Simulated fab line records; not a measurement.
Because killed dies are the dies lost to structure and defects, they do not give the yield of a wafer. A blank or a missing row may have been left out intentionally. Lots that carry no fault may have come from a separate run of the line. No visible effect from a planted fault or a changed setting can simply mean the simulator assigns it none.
Which of the tools did it?    flow gf180mcu    14 lots, 42 wafers sampled, at 1 step of a route of 602

== WHAT THE GAUGES READ, wafer by wafer ==
GF_V4_OVL_MEAS_15. Usual: V4_OVL 0 nm, standard deviation 7.1.
lot   measured      on          V4_OVL (nm)  flag
L304  day 24 12:19  overlay-01  -6 -15 -10   
L305  day 24 19:24  overlay-01  0 -14 3      
L306  day 25 06:12  overlay-01  14 7 4       
L308  day 25 22:46  overlay-02  7 -9 -2      
L310  day 26 06:52  overlay-02  -4 -3 -1     
L311  day 26 10:29  overlay-02  -6 -6 -2     
L312  day 26 23:20  overlay-02  -1 11 -4     
L314  day 27 15:43  overlay-01  -6 -16 5     
L316  day 28 07:21  overlay-01  -2 6 -4      
L317  day 28 14:13  overlay-02  2 3 -2       
L323  day 30 07:28  overlay-02  4 -5 8       
L326  day 31 05:17  overlay-02  -3 -10 0     
L325  day 31 07:37  overlay-01  19 11 20     
L327  day 31 13:17  overlay-02  -7 3 0       

== WHAT TOOL EACH LOT RAN ON (gives the tool, then ch and the chambers of the sampled wafers, and finally the start) ==
The record shows no process step preceding these readings.

== AS READ BY THE TOOLS THEMSELVES (means over the sampled wafers that have a number; for cases with no such wafer, the mark the record gives instead) ==
The record holds no such reading with a usual standard deviation.

== THE ANSWER, worked out from the rows above alone ==
Rule: a lot is off if the mean of its wafers that have a number lies more than 3 standard deviations from the usual mean. A lot without any number at a reading at which 4 lots or more have one is off too. The other lots that the step has rows for count as sound. First the gauges in route order, then the tools' own readings, where a lot's mean is used as printed above. At the first step where some lot is off, the reading lying furthest off is the one used; lots without a number count as furthest.
No lot is off on any of the readings shown, so nothing can be concluded from this.

== WHAT THE SIMULATOR PUT IN ==
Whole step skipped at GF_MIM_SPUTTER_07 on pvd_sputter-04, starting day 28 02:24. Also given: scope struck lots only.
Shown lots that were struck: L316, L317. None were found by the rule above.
